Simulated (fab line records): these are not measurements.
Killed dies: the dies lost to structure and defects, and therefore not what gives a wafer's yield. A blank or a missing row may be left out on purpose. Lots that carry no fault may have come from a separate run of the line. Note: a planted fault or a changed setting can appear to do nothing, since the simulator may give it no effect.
Split-lot experiment    flow sfqLine    on a route of 325 steps: 5 lots, 23 wafers read

SPLIT DETAILS
At SFQ_TRILAYER_A5B_DEP_PECVD_129 (deposits SiO2 from SiH4/N2O, time 133.33 s, target thk 600 nm), the setting timeS was moved away from the recipe's 133.33 s on 5 of the 23 wafers read, by -10.2% to +7.3%. This setting was run at the recipe's value on the other wafers.

The reading is taken at the split's own step.

THE READING
SiO2_of_TRILAYER_A5B_DEP_PECVD_129.thkNm (the simulator's own value, which no gauge read), in nm, at SFQ_TRILAYER_A5B_DEP_PECVD_129 (deposits SiO2 from SiH4/N2O, time 133.33 s, target thk 600 nm). No usual value for it is given in the file. Here, 18 wafers ran the recipe; their average is 599.8 nm with a standard deviation of 7.8 nm.

wafer   tool, chamber at the split  timeS as run, s  against the recipe  SiO2_of_TRILAYER_A5B_DEP_PECVD_129.thkNm, nm  against lot-mates on the recipe
L074.2  pecvd-01, 1                 133.33           recipe              588.7                                         -
L074.3  pecvd-01, 2                 133.33           recipe              579.8                                         -
L074.5  pecvd-01, 2                 133.33           recipe              596.3                                         -
L076.1  pecvd-01, 0                 133.33           recipe              598.2                                         -
L076.2  pecvd-01, 1                 133.33           recipe              605.2                                         -
L076.3  pecvd-01, 2                 133.33           recipe              605.3                                         -
L076.4  pecvd-01, 2                 133.33           recipe              601.9                                         -
L076.6  pecvd-01, 1                 133.33           recipe              612.7                                         -
L080.1  pecvd-03, 1                 119.7            -10.2%              537.5                                         -67.2
L080.2  pecvd-03, 2                 119.7            -10.2%              538.4                                         -66.3
L080.3  pecvd-03, 0                 133.33           recipe              597.7                                         -
L080.4  pecvd-03, 1                 133.33           recipe              608.4                                         -
L080.5  pecvd-03, 0                 133.33           recipe              608.1                                         -
L083.1  pecvd-01, 0                 143.1            +7.3%               641.4                                         +36.8
L083.2  pecvd-01, 2                 143.1            +7.3%               641.2                                         +36.6
L083.3  pecvd-01, 1                 143.1            +7.3%               643.6                                         +39.0
L083.5  pecvd-01, 1                 133.33           recipe              606.5                                         -
L083.6  pecvd-01, 0                 133.33           recipe              602.8                                         -
L084.2  pecvd-02, 2                 133.33           recipe              593.7                                         -
L084.3  pecvd-02, 0                 133.33           recipe              595.1                                         -
L084.4  pecvd-02, 1                 133.33           recipe              594.8                                         -
L084.5  pecvd-02, 0                 133.33           recipe              596.6                                         -
L084.6  pecvd-02, 2                 133.33           recipe              605                                           -

FIT RESULTS
A straight line over all 23 wafers: SiO2_of_TRILAYER_A5B_DEP_PECVD_129.thkNm changes by +5.93 nm for each +1% of timeS; r = +0.96; the points scatter about the line by 7.2 nm.
The same after taking each lot's own level away (the mean of its wafers on the recipe; 23 wafers): +5.92 nm for each +1%; r = +0.98; scatter 5.2 nm.
That fit puts the effect of the largest move of timeS on the reading at 60 nm.
The span of the lots' own levels, 588.27 to 604.73 nm, comes to 2.1 times the standard deviation stated above.
The two slopes are in agreement: the lot-to-lot level therefore moves the slope only a little.
Check: for one of the wafers moved furthest among these (-10.2%), held out of the fit, the line's prediction against its lot-mates is -59.1 nm. It came out at -67.2 nm against them.

THESE WAFERS: OTHER SPLITS
Note: prior to the reading, these wafers also went through further splits. Each is held against what the fit with the lots' levels taken away leaves over:
other split on the same wafers                   wafers away from the commonest value  r with SiO2_of_TRILAYER_A5B_DEP_PECVD_129.thkNm (lot level and that fit taken away)
SFQ_TRILAYER_I4_VIA_LITHO_PEB_106 pebTimeS       7                                     -0.12
SFQ_TRILAYER_JJ_TRILAYER_DEP_SPUTTER_110 powerW  8                                     -0.12
SFQ_TRILAYER_JJ_TRILAYER_DEP_SPUTTER_112 powerW  5                                     -0.14

FILE'S OWN FIT
SiO2_of_TRILAYER_A5B_DEP_PECVD_129.thkNm changes by +6.05 nm for each +1% of timeS, r = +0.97.
